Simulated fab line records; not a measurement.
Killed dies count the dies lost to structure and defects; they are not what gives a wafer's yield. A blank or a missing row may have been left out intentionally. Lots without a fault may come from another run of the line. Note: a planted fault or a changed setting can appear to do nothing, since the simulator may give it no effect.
fab line records / flow sky130
record lots=13 wafers=39 last_day=50
route steps=708 shown LDD_HVP@286 POLY_CUT@315 LI_CONTACT@374
lots with no fault: from the same line, run without faults
start_h: the number of hours between the record's first day and the start of the first shown wafer of the lot / wait_h: how many hours have passed since the lot's step before this one / " same as the row above / L1.1+2: a row that stands for several wafers / - either no value or no given start / * or withheld: withheld / < > ~ a bound
route shown NAME@n: NAME is a module with steps in the file, n the number in the route of the first one / usual: mean and standard deviation over wafers with no fault / same: alike in all rows / chamber/n: place in a boat / sites: per-site readings / _std_site: their standard deviation / _edge_site: mean of outer sites minus mean of inner sites / radius_mm: how far each site lies from the wafer's centre / mask NAME#n: copy n / behind: the last tool/chamber to shape the wafer / hold: the reason the lot was held/the length of the hold in hours/how it ended / device: which transistor (n, p or np) failed to switch / end of line: the tests these same wafers got at the end of their route / step lacking rows: just its recipe / killed: not the wafer's yield, but the dies lost to structure and defects at the first sort / map: a wafer's dies, x killed, . not, _ none there
set.NAME: the setting as run; set.NAME@STEP: as run at that earlier step / model.NAME: the simulator's own value behind a step, which no gauge read
steps of the route over a sample of lots; a table a step, a row a wafer
services: a tool's chamber out of use, with start hour (start_h, from the record's first day; less than 0 if before it), hours out, and reason
## steps
# step SKY_LDD_HVP_IMPLANT_08
# recipe species=B energy_kev=20 dose_cm2=1.7e+13 tilt_deg=17.9
# usual beam_energy_keV=20.001/0.0061
lot.wafer=L585.1 tool=implanter-02 chamber=0 start_h=485.00 wait_h=0.0 beam_energy_keV=20.004
lot.wafer=L585.5 tool=implanter-02 chamber=0 start_h=485.00 wait_h=0.0 beam_energy_keV=20.005
lot.wafer=L585.6 tool=implanter-02 chamber=0 start_h=485.00 wait_h=0.0 beam_energy_keV=20.006
lot.wafer=L587.3 tool=implanter-04 chamber=0 start_h=502.94 wait_h=0.1 beam_energy_keV=19.997
lot.wafer=L587.4 tool=implanter-04 chamber=0 start_h=502.94 wait_h=0.1 beam_energy_keV=20.004
lot.wafer=L587.6 tool=implanter-04 chamber=0 start_h=502.94 wait_h=0.1 beam_energy_keV=19.998
lot.wafer=L589.1 tool=implanter-03 chamber=0 start_h=521.41 wait_h=0.0 beam_energy_keV=20.003
lot.wafer=L589.2 tool=implanter-03 chamber=0 start_h=521.41 wait_h=0.0 beam_energy_keV=20.007
lot.wafer=L589.5 tool=implanter-03 chamber=0 start_h=521.41 wait_h=0.0 beam_energy_keV=19.997
lot.wafer=L594.1 tool=implanter-03 chamber=0 start_h=576.41 wait_h=0.0 beam_energy_keV=24.723
lot.wafer=L594.4 tool=implanter-03 chamber=0 start_h=576.41 wait_h=0.0 beam_energy_keV=24.719
lot.wafer=L594.6 tool=implanter-03 chamber=0 start_h=576.41 wait_h=0.0 beam_energy_keV=24.713
lot.wafer=L595.3 tool=implanter-03 chamber=0 start_h=581.71 wait_h=0.1 beam_energy_keV=24.729
lot.wafer=L595.5 tool=implanter-03 chamber=0 start_h=581.71 wait_h=0.1 beam_energy_keV=24.729
lot.wafer=L595.6 tool=implanter-03 chamber=0 start_h=581.71 wait_h=0.1 beam_energy_keV=24.727
lot.wafer=L598.2 tool=implanter-02 chamber=0 start_h=618.32 wait_h=0.0 beam_energy_keV=19.993
lot.wafer=L598.3 tool=implanter-02 chamber=0 start_h=618.32 wait_h=0.0 beam_energy_keV=19.996
lot.wafer=L598.6 tool=implanter-02 chamber=0 start_h=618.32 wait_h=0.0 beam_energy_keV=19.993
lot.wafer=L602.2 tool=implanter-04 chamber=0 start_h=633.39 wait_h=0.0 beam_energy_keV=19.997
lot.wafer=L602.4 tool=implanter-04 chamber=0 start_h=633.39 wait_h=0.0 beam_energy_keV=19.994
lot.wafer=L602.5 tool=implanter-04 chamber=0 start_h=633.39 wait_h=0.0 beam_energy_keV=19.995
lot.wafer=L600.2 tool=implanter-04 chamber=0 start_h=635.28 wait_h=0.1 beam_energy_keV=19.989
lot.wafer=L600.3 tool=implanter-04 chamber=0 start_h=635.28 wait_h=0.1 beam_energy_keV=19.995
lot.wafer=L600.5 tool=implanter-04 chamber=0 start_h=635.28 wait_h=0.1 beam_energy_keV=19.992
lot.wafer=L601.2 tool=implanter-04 chamber=0 start_h=635.88 wait_h=0.0 beam_energy_keV=20.006
lot.wafer=L601.4 tool=implanter-04 chamber=0 start_h=635.88 wait_h=0.0 beam_energy_keV=19.991
lot.wafer=L601.5 tool=implanter-04 chamber=0 start_h=635.88 wait_h=0.0 beam_energy_keV=19.998
lot.wafer=L604.1 tool=implanter-02 chamber=0 start_h=649.20 wait_h=0.0 beam_energy_keV=19.999
lot.wafer=L604.2 tool=implanter-02 chamber=0 start_h=649.20 wait_h=0.0 beam_energy_keV=20.005
lot.wafer=L604.6 tool=implanter-02 chamber=0 start_h=649.20 wait_h=0.0 beam_energy_keV=20.008
lot.wafer=L605.1 tool=implanter-03 chamber=0 start_h=660.96 wait_h=0.0 beam_energy_keV=20.000
lot.wafer=L605.2 tool=implanter-03 chamber=0 start_h=660.96 wait_h=0.0 beam_energy_keV=19.999
lot.wafer=L605.3 tool=implanter-03 chamber=0 start_h=660.96 wait_h=0.0 beam_energy_keV=20.005
lot.wafer=L606.1 tool=implanter-02 chamber=0 start_h=670.15 wait_h=0.0 beam_energy_keV=19.992
lot.wafer=L606.2 tool=implanter-02 chamber=0 start_h=670.15 wait_h=0.0 beam_energy_keV=20.000
lot.wafer=L606.5 tool=implanter-02 chamber=0 start_h=670.15 wait_h=0.0 beam_energy_keV=19.993
lot.wafer=L607.1 tool=implanter-03 chamber=0 start_h=679.11 wait_h=0.0 beam_energy_keV=20.000
lot.wafer=L607.5 tool=implanter-03 chamber=0 start_h=679.11 wait_h=0.0 beam_energy_keV=19.994
lot.wafer=L607.6 tool=implanter-03 chamber=0 start_h=679.11 wait_h=0.0 beam_energy_keV=20.001
# step SKY_LDD_HVP_TW_MEAS_10
# usual LDD_HVP_TW=458.3/2.7
lot.wafer=L585.1 tool=film_metro-01 chamber=- start_h=485.25 wait_h=0.1 LDD_HVP_TW=456.3
lot.wafer=L585.5 tool=film_metro-01 chamber=- start_h=485.25 wait_h=0.1 LDD_HVP_TW=457.6
lot.wafer=L585.6 tool=film_metro-01 chamber=- start_h=485.25 wait_h=0.1 LDD_HVP_TW=456.5
lot.wafer=L587.3 tool=film_metro-02 chamber=- start_h=503.16 wait_h=0.1 LDD_HVP_TW=460.6
lot.wafer=L587.4 tool=film_metro-02 chamber=- start_h=503.16 wait_h=0.1 LDD_HVP_TW=458.5
lot.wafer=L587.6 tool=film_metro-02 chamber=- start_h=503.16 wait_h=0.1 LDD_HVP_TW=460.7
lot.wafer=L589.1 tool=film_metro-01 chamber=- start_h=521.66 wait_h=0.1 LDD_HVP_TW=458.7
lot.wafer=L589.2 tool=film_metro-01 chamber=- start_h=521.66 wait_h=0.1 LDD_HVP_TW=461.9
lot.wafer=L589.5 tool=film_metro-01 chamber=- start_h=521.66 wait_h=0.1 LDD_HVP_TW=460.2
lot.wafer=L594.1 tool=film_metro-03 chamber=- start_h=576.66 wait_h=0.1 LDD_HVP_TW=480.4
lot.wafer=L594.4 tool=film_metro-03 chamber=- start_h=576.66 wait_h=0.1 LDD_HVP_TW=481.3
lot.wafer=L594.6 tool=film_metro-03 chamber=- start_h=576.66 wait_h=0.1 LDD_HVP_TW=478.6
lot.wafer=L595.3 tool=film_metro-02 chamber=- start_h=581.93 wait_h=0.1 LDD_HVP_TW=479.3
lot.wafer=L595.5 tool=film_metro-02 chamber=- start_h=581.93 wait_h=0.1 LDD_HVP_TW=482.3
lot.wafer=L595.6 tool=film_metro-02 chamber=- start_h=581.93 wait_h=0.1 LDD_HVP_TW=481.4
lot.wafer=L598.2 tool=film_metro-02 chamber=- start_h=618.55 wait_h=0.1 LDD_HVP_TW=452.7
lot.wafer=L598.3 tool=film_metro-02 chamber=- start_h=618.55 wait_h=0.1 LDD_HVP_TW=454.8
lot.wafer=L598.6 tool=film_metro-02 chamber=- start_h=618.55 wait_h=0.1 LDD_HVP_TW=454.6
lot.wafer=L602.2 tool=film_metro-03 chamber=- start_h=633.62 wait_h=0.1 LDD_HVP_TW=457.1
lot.wafer=L602.4 tool=film_metro-03 chamber=- start_h=633.62 wait_h=0.1 LDD_HVP_TW=458.0
lot.wafer=L602.5 tool=film_metro-03 chamber=- start_h=633.62 wait_h=0.1 LDD_HVP_TW=457.5
lot.wafer=L600.2 tool=film_metro-01 chamber=- start_h=635.51 wait_h=0.1 LDD_HVP_TW=457.0
lot.wafer=L600.3 tool=film_metro-01 chamber=- start_h=635.51 wait_h=0.1 LDD_HVP_TW=456.9
lot.wafer=L600.5 tool=film_metro-01 chamber=- start_h=635.51 wait_h=0.1 LDD_HVP_TW=457.2
lot.wafer=L601.2 tool=film_metro-03 chamber=- start_h=636.11 wait_h=0.1 LDD_HVP_TW=459.6
lot.wafer=L601.4 tool=film_metro-03 chamber=- start_h=636.11 wait_h=0.1 LDD_HVP_TW=458.6
lot.wafer=L601.5 tool=film_metro-03 chamber=- start_h=636.11 wait_h=0.1 LDD_HVP_TW=458.7
lot.wafer=L604.1 tool=film_metro-01 chamber=- start_h=649.45 wait_h=0.1 LDD_HVP_TW=458.4
lot.wafer=L604.2 tool=film_metro-01 chamber=- start_h=649.45 wait_h=0.1 LDD_HVP_TW=460.6
lot.wafer=L604.6 tool=film_metro-01 chamber=- start_h=649.45 wait_h=0.1 LDD_HVP_TW=461.5
lot.wafer=L605.1 tool=film_metro-02 chamber=- start_h=661.21 wait_h=0.1 LDD_HVP_TW=453.5
lot.wafer=L605.2 tool=film_metro-02 chamber=- start_h=661.21 wait_h=0.1 LDD_HVP_TW=453.9
lot.wafer=L605.3 tool=film_metro-02 chamber=- start_h=661.21 wait_h=0.1 LDD_HVP_TW=454.4
lot.wafer=L606.1 tool=film_metro-03 chamber=- start_h=670.40 wait_h=0.1 LDD_HVP_TW=458.8
lot.wafer=L606.2 tool=film_metro-03 chamber=- start_h=670.40 wait_h=0.1 LDD_HVP_TW=462.0
lot.wafer=L606.5 tool=film_metro-03 chamber=- start_h=670.40 wait_h=0.1 LDD_HVP_TW=460.0
lot.wafer=L607.1 tool=film_metro-02 chamber=- start_h=679.36 wait_h=0.1 LDD_HVP_TW=453.3
lot.wafer=L607.5 tool=film_metro-02 chamber=- start_h=679.36 wait_h=0.1 LDD_HVP_TW=451.8
lot.wafer=L607.6 tool=film_metro-02 chamber=- start_h=679.36 wait_h=0.1 LDD_HVP_TW=450.9
# step SKY_POLY_CUT_CD_MEAS_08
# recipe target_cd_nm=270
# usual cd_nm=269.7/1.3
lot.wafer=L585.1 tool=cd_sem-02 chamber=- start_h=549.81 wait_h=- cd_nm=268.3
lot.wafer=L585.5 tool=cd_sem-02 chamber=- start_h=549.81 wait_h=- cd_nm=270.2
lot.wafer=L585.6 tool=cd_sem-02 chamber=- start_h=549.81 wait_h=- cd_nm=269.5
lot.wafer=L587.3 tool=cd_sem-02 chamber=- start_h=565.45 wait_h=- cd_nm=270.4
lot.wafer=L587.4 tool=cd_sem-02 chamber=- start_h=565.45 wait_h=- cd_nm=270.5
lot.wafer=L587.6 tool=cd_sem-02 chamber=- start_h=565.45 wait_h=- cd_nm=269.3
lot.wafer=L589.1 tool=cd_sem-02 chamber=- start_h=584.92 wait_h=- cd_nm=269.2
lot.wafer=L589.2 tool=cd_sem-02 chamber=- start_h=584.92 wait_h=- cd_nm=267.7
lot.wafer=L589.5 tool=cd_sem-02 chamber=- start_h=584.92 wait_h=- cd_nm=270.7
lot.wafer=L594.1 tool=cd_sem-01 chamber=- start_h=637.54 wait_h=- cd_nm=268.9
lot.wafer=L594.4 tool=cd_sem-01 chamber=- start_h=637.54 wait_h=- cd_nm=269.0
lot.wafer=L594.6 tool=cd_sem-01 chamber=- start_h=637.54 wait_h=- cd_nm=269.2
lot.wafer=L595.3 tool=cd_sem-01 chamber=- start_h=644.07 wait_h=- cd_nm=270.9
lot.wafer=L595.5 tool=cd_sem-01 chamber=- start_h=644.07 wait_h=- cd_nm=270.2
lot.wafer=L595.6 tool=cd_sem-01 chamber=- start_h=644.07 wait_h=- cd_nm=271.6
lot.wafer=L598.2 tool=cd_sem-02 chamber=- start_h=679.19 wait_h=- cd_nm=269.5
lot.wafer=L598.3 tool=cd_sem-02 chamber=- start_h=679.19 wait_h=- cd_nm=270.4
lot.wafer=L598.6 tool=cd_sem-02 chamber=- start_h=679.19 wait_h=- cd_nm=270.6
lot.wafer=L602.2 tool=cd_sem-02 chamber=- start_h=693.65 wait_h=- cd_nm=268.0
lot.wafer=L602.4 tool=cd_sem-02 chamber=- start_h=693.65 wait_h=- cd_nm=269.5
lot.wafer=L602.5 tool=cd_sem-02 chamber=- start_h=693.65 wait_h=- cd_nm=270.5
lot.wafer=L600.2 tool=cd_sem-02 chamber=- start_h=695.70 wait_h=- cd_nm=269.6
lot.wafer=L600.3 tool=cd_sem-02 chamber=- start_h=695.70 wait_h=- cd_nm=269.9
lot.wafer=L600.5 tool=cd_sem-02 chamber=- start_h=695.70 wait_h=- cd_nm=268.8
lot.wafer=L601.2 tool=cd_sem-02 chamber=- start_h=696.65 wait_h=- cd_nm=267.8
lot.wafer=L601.4 tool=cd_sem-02 chamber=- start_h=696.65 wait_h=- cd_nm=268.4
lot.wafer=L601.5 tool=cd_sem-02 chamber=- start_h=696.65 wait_h=- cd_nm=268.3
lot.wafer=L604.1 tool=cd_sem-01 chamber=- start_h=708.78 wait_h=- cd_nm=268.8
lot.wafer=L604.2 tool=cd_sem-01 chamber=- start_h=708.78 wait_h=- cd_nm=269.1
lot.wafer=L604.6 tool=cd_sem-01 chamber=- start_h=708.78 wait_h=- cd_nm=269.9
lot.wafer=L605.1 tool=cd_sem-01 chamber=- start_h=720.56 wait_h=- cd_nm=270.7
lot.wafer=L605.2 tool=cd_sem-01 chamber=- start_h=720.56 wait_h=- cd_nm=271.9
lot.wafer=L605.3 tool=cd_sem-01 chamber=- start_h=720.56 wait_h=- cd_nm=270.4
lot.wafer=L606.1 tool=cd_sem-01 chamber=- start_h=729.73 wait_h=- cd_nm=271.7
lot.wafer=L606.2 tool=cd_sem-01 chamber=- start_h=729.73 wait_h=- cd_nm=270.9
lot.wafer=L606.5 tool=cd_sem-01 chamber=- start_h=729.73 wait_h=- cd_nm=274.0
lot.wafer=L607.1 tool=cd_sem-01 chamber=- start_h=736.40 wait_h=- cd_nm=269.4
lot.wafer=L607.5 tool=cd_sem-01 chamber=- start_h=736.40 wait_h=- cd_nm=268.6
lot.wafer=L607.6 tool=cd_sem-01 chamber=- start_h=736.40 wait_h=- cd_nm=267.6
# step SKY_LI_CONTACT_CD_MEAS_12
# recipe target_cd_nm=170
# usual cd_nm=170.1/1.4
lot.wafer=L585.1 tool=cd_sem-02 chamber=- start_h=670.72 wait_h=- cd_nm=168.2
lot.wafer=L585.5 tool=cd_sem-02 chamber=- start_h=670.72 wait_h=- cd_nm=169.2
lot.wafer=L585.6 tool=cd_sem-02 chamber=- start_h=670.72 wait_h=- cd_nm=168.7
lot.wafer=L587.3 tool=cd_sem-02 chamber=- start_h=688.10 wait_h=- cd_nm=167.9
lot.wafer=L587.4 tool=cd_sem-02 chamber=- start_h=688.10 wait_h=- cd_nm=168.1
lot.wafer=L587.6 tool=cd_sem-02 chamber=- start_h=688.10 wait_h=- cd_nm=168.9
lot.wafer=L589.1 tool=cd_sem-02 chamber=- start_h=704.62 wait_h=- cd_nm=171.6
lot.wafer=L589.2 tool=cd_sem-02 chamber=- start_h=704.62 wait_h=- cd_nm=171.0
lot.wafer=L589.5 tool=cd_sem-02 chamber=- start_h=704.62 wait_h=- cd_nm=172.4
lot.wafer=L594.1 tool=cd_sem-01 chamber=- start_h=754.07 wait_h=- cd_nm=170.3
lot.wafer=L594.4 tool=cd_sem-01 chamber=- start_h=754.07 wait_h=- cd_nm=169.8
lot.wafer=L594.6 tool=cd_sem-01 chamber=- start_h=754.07 wait_h=- cd_nm=169.3
lot.wafer=L595.3 tool=cd_sem-02 chamber=- start_h=757.66 wait_h=- cd_nm=169.1
lot.wafer=L595.5 tool=cd_sem-02 chamber=- start_h=757.66 wait_h=- cd_nm=167.8
lot.wafer=L595.6 tool=cd_sem-02 chamber=- start_h=757.66 wait_h=- cd_nm=170.4
lot.wafer=L598.2 tool=cd_sem-01 chamber=- start_h=792.34 wait_h=- cd_nm=169.9
lot.wafer=L598.3 tool=cd_sem-01 chamber=- start_h=792.34 wait_h=- cd_nm=170.8
lot.wafer=L598.6 tool=cd_sem-01 chamber=- start_h=792.34 wait_h=- cd_nm=171.2
lot.wafer=L602.2 tool=cd_sem-01 chamber=- start_h=805.58 wait_h=- cd_nm=169.6
lot.wafer=L602.4 tool=cd_sem-01 chamber=- start_h=805.58 wait_h=- cd_nm=169.8
lot.wafer=L602.5 tool=cd_sem-01 chamber=- start_h=805.58 wait_h=- cd_nm=169.5
lot.wafer=L600.2 tool=cd_sem-02 chamber=- start_h=808.28 wait_h=- cd_nm=169.3
lot.wafer=L600.3 tool=cd_sem-02 chamber=- start_h=808.28 wait_h=- cd_nm=172.1
lot.wafer=L600.5 tool=cd_sem-02 chamber=- start_h=808.28 wait_h=- cd_nm=171.2
lot.wafer=L601.2 tool=cd_sem-01 chamber=- start_h=809.59 wait_h=- cd_nm=170.0
lot.wafer=L601.4 tool=cd_sem-01 chamber=- start_h=809.59 wait_h=- cd_nm=171.2
lot.wafer=L601.5 tool=cd_sem-01 chamber=- start_h=809.59 wait_h=- cd_nm=170.7
lot.wafer=L604.1 tool=cd_sem-01 chamber=- start_h=820.88 wait_h=- cd_nm=170.5
lot.wafer=L604.2 tool=cd_sem-01 chamber=- start_h=820.88 wait_h=- cd_nm=171.0
lot.wafer=L604.6 tool=cd_sem-01 chamber=- start_h=820.88 wait_h=- cd_nm=172.1
lot.wafer=L605.1 tool=cd_sem-01 chamber=- start_h=831.27 wait_h=- cd_nm=171.2
lot.wafer=L605.2 tool=cd_sem-01 chamber=- start_h=831.27 wait_h=- cd_nm=170.5
lot.wafer=L605.3 tool=cd_sem-01 chamber=- start_h=831.27 wait_h=- cd_nm=169.6
lot.wafer=L606.1 tool=cd_sem-01 chamber=- start_h=840.22 wait_h=- cd_nm=169.3
lot.wafer=L606.2 tool=cd_sem-01 chamber=- start_h=840.22 wait_h=- cd_nm=167.9
lot.wafer=L606.5 tool=cd_sem-01 chamber=- start_h=840.22 wait_h=- cd_nm=170.2
lot.wafer=L607.1 tool=cd_sem-02 chamber=- start_h=846.28 wait_h=- cd_nm=170.7
lot.wafer=L607.5 tool=cd_sem-02 chamber=- start_h=846.28 wait_h=- cd_nm=170.5
lot.wafer=L607.6 tool=cd_sem-02 chamber=- start_h=846.28 wait_h=- cd_nm=170.7
# step SKY_LI_CONTACT_THK_MEAS_23
# recipe thk_meas_gauge=xrf reads=W_of_LI_CONTACT_CVD_21
# usual LI_CONTACT_W_THK=405/6.4
lot.wafer=L585.1 tool=film_metro-04 chamber=- start_h=671.68 wait_h=0.1 LI_CONTACT_W_THK[nm]=414
lot.wafer=L585.5 tool=film_metro-04 chamber=- start_h=671.68 wait_h=0.1 LI_CONTACT_W_THK[nm]=411
lot.wafer=L585.6 tool=film_metro-04 chamber=- start_h=671.68 wait_h=0.1 LI_CONTACT_W_THK[nm]=416
lot.wafer=L587.3 tool=film_metro-02 chamber=- start_h=689.04 wait_h=0.1 LI_CONTACT_W_THK[nm]=403
lot.wafer=L587.4 tool=film_metro-02 chamber=- start_h=689.04 wait_h=0.1 LI_CONTACT_W_THK[nm]=404
lot.wafer=L587.6 tool=film_metro-02 chamber=- start_h=689.04 wait_h=0.1 LI_CONTACT_W_THK[nm]=411
lot.wafer=L589.1 tool=film_metro-02 chamber=- start_h=705.58 wait_h=0.1 LI_CONTACT_W_THK[nm]=413
lot.wafer=L589.2 tool=film_metro-02 chamber=- start_h=705.58 wait_h=0.1 LI_CONTACT_W_THK[nm]=408
lot.wafer=L589.5 tool=film_metro-02 chamber=- start_h=705.58 wait_h=0.1 LI_CONTACT_W_THK[nm]=401
lot.wafer=L594.1 tool=film_metro-02 chamber=- start_h=755.03 wait_h=0.1 LI_CONTACT_W_THK[nm]=411
lot.wafer=L594.4 tool=film_metro-02 chamber=- start_h=755.03 wait_h=0.1 LI_CONTACT_W_THK[nm]=405
lot.wafer=L594.6 tool=film_metro-02 chamber=- start_h=755.03 wait_h=0.1 LI_CONTACT_W_THK[nm]=408
lot.wafer=L595.3 tool=film_metro-04 chamber=- start_h=758.78 wait_h=0.1 LI_CONTACT_W_THK[nm]=399
lot.wafer=L595.5 tool=film_metro-04 chamber=- start_h=758.78 wait_h=0.1 LI_CONTACT_W_THK[nm]=401
lot.wafer=L595.6 tool=film_metro-04 chamber=- start_h=758.78 wait_h=0.1 LI_CONTACT_W_THK[nm]=401
lot.wafer=L598.2 tool=film_metro-01 chamber=- start_h=793.29 wait_h=0.1 LI_CONTACT_W_THK[nm]=404
lot.wafer=L598.3 tool=film_metro-01 chamber=- start_h=793.29 wait_h=0.1 LI_CONTACT_W_THK[nm]=410
lot.wafer=L598.6 tool=film_metro-01 chamber=- start_h=793.29 wait_h=0.1 LI_CONTACT_W_THK[nm]=404
lot.wafer=L602.2 tool=film_metro-01 chamber=- start_h=806.55 wait_h=0.1 LI_CONTACT_W_THK[nm]=396
lot.wafer=L602.4 tool=film_metro-01 chamber=- start_h=806.55 wait_h=0.1 LI_CONTACT_W_THK[nm]=400
lot.wafer=L602.5 tool=film_metro-01 chamber=- start_h=806.55 wait_h=0.1 LI_CONTACT_W_THK[nm]=401
lot.wafer=L600.2 tool=film_metro-04 chamber=- start_h=809.23 wait_h=0.1 LI_CONTACT_W_THK[nm]=406
lot.wafer=L600.3 tool=film_metro-04 chamber=- start_h=809.23 wait_h=0.1 LI_CONTACT_W_THK[nm]=400
lot.wafer=L600.5 tool=film_metro-04 chamber=- start_h=809.23 wait_h=0.1 LI_CONTACT_W_THK[nm]=400
lot.wafer=L601.2 tool=film_metro-04 chamber=- start_h=810.54 wait_h=0.1 LI_CONTACT_W_THK[nm]=401
lot.wafer=L601.4 tool=film_metro-04 chamber=- start_h=810.54 wait_h=0.1 LI_CONTACT_W_THK[nm]=398
lot.wafer=L601.5 tool=film_metro-04 chamber=- start_h=810.54 wait_h=0.1 LI_CONTACT_W_THK[nm]=400
lot.wafer=L604.1 tool=film_metro-02 chamber=- start_h=821.84 wait_h=0.1 LI_CONTACT_W_THK[nm]=412
lot.wafer=L604.2 tool=film_metro-02 chamber=- start_h=821.84 wait_h=0.1 LI_CONTACT_W_THK[nm]=411
lot.wafer=L604.6 tool=film_metro-02 chamber=- start_h=821.84 wait_h=0.1 LI_CONTACT_W_THK[nm]=407
lot.wafer=L605.1 tool=film_metro-02 chamber=- start_h=832.23 wait_h=0.1 LI_CONTACT_W_THK[nm]=404
lot.wafer=L605.2 tool=film_metro-02 chamber=- start_h=832.23 wait_h=0.1 LI_CONTACT_W_THK[nm]=412
lot.wafer=L605.3 tool=film_metro-02 chamber=- start_h=832.23 wait_h=0.1 LI_CONTACT_W_THK[nm]=401
lot.wafer=L606.1 tool=film_metro-01 chamber=- start_h=841.19 wait_h=0.1 LI_CONTACT_W_THK[nm]=398
lot.wafer=L606.2 tool=film_metro-01 chamber=- start_h=841.19 wait_h=0.1 LI_CONTACT_W_THK[nm]=411
lot.wafer=L606.5 tool=film_metro-01 chamber=- start_h=841.19 wait_h=0.1 LI_CONTACT_W_THK[nm]=408
lot.wafer=L607.1 tool=film_metro-02 chamber=- start_h=847.24 wait_h=0.1 LI_CONTACT_W_THK[nm]=416
lot.wafer=L607.5 tool=film_metro-02 chamber=- start_h=847.24 wait_h=0.1 LI_CONTACT_W_THK[nm]=412
lot.wafer=L607.6 tool=film_metro-02 chamber=- start_h=847.24 wait_h=0.1 LI_CONTACT_W_THK[nm]=411
## services
tool=implanter-03 chamber=- start_h=464.69 hours=8.4 kind=repair
tool=implanter-04 chamber=- start_h=473.88 hours=2.7 kind=repair
tool=implanter-04 chamber=- start_h=475.13 hours=15.7 kind=repair
tool=implanter-02 chamber=- start_h=502.09 hours=19.0 kind=repair
tool=implanter-04 chamber=- start_h=575.68 hours=0.8 kind=repair
tool=implanter-04 chamber=- start_h=597.81 hours=5.1 kind=repair
tool=implanter-02 chamber=- start_h=603.02 hours=4.9 kind=pm
tool=implanter-03 chamber=- start_h=623.32 hours=2.8 kind=repair
tool=implanter-03 chamber=- start_h=630.82 hours=5.2 kind=pm
tool=implanter-02 chamber=- start_h=633.74 hours=3.1 kind=pm
## key
first_sign step=SKY_LDD_HVP_IMPLANT_08 reading=beam_energy_keV direction=up sigmas=99+ usual=* struck=*
effect step=SKY_LDD_HVP_TW_MEAS_10 reading=LDD_HVP_TW direction=up sigmas=8.3 usual=458.3 struck=480.6
met_at SKY_LDD_HVP_IMPLANT_08
struck_lots L594,L595
tester_left_out L594,L595
not_acting_at SKY_POLY_CUT_CD_MEAS_08,SKY_LI_CONTACT_CD_MEAS_12,SKY_LI_CONTACT_THK_MEAS_23
onset_between 521.41 576.41
fault kind=process_parameter_drift tool=implanter-03 chamber=- onset_h=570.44 steps=SKY_LDD_HVP_IMPLANT_08 channel=energy_kev offset=* shape=step end_h=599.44 acts_in=* stated=*
# tester_left_out: of these lots the tester's yield and bins aren't shown, on N5 and GAA mostly nor the transistor test; their killed dies are dies lost to structure and defects alone, not to doping, threshold or leakage, so they don't give the yield
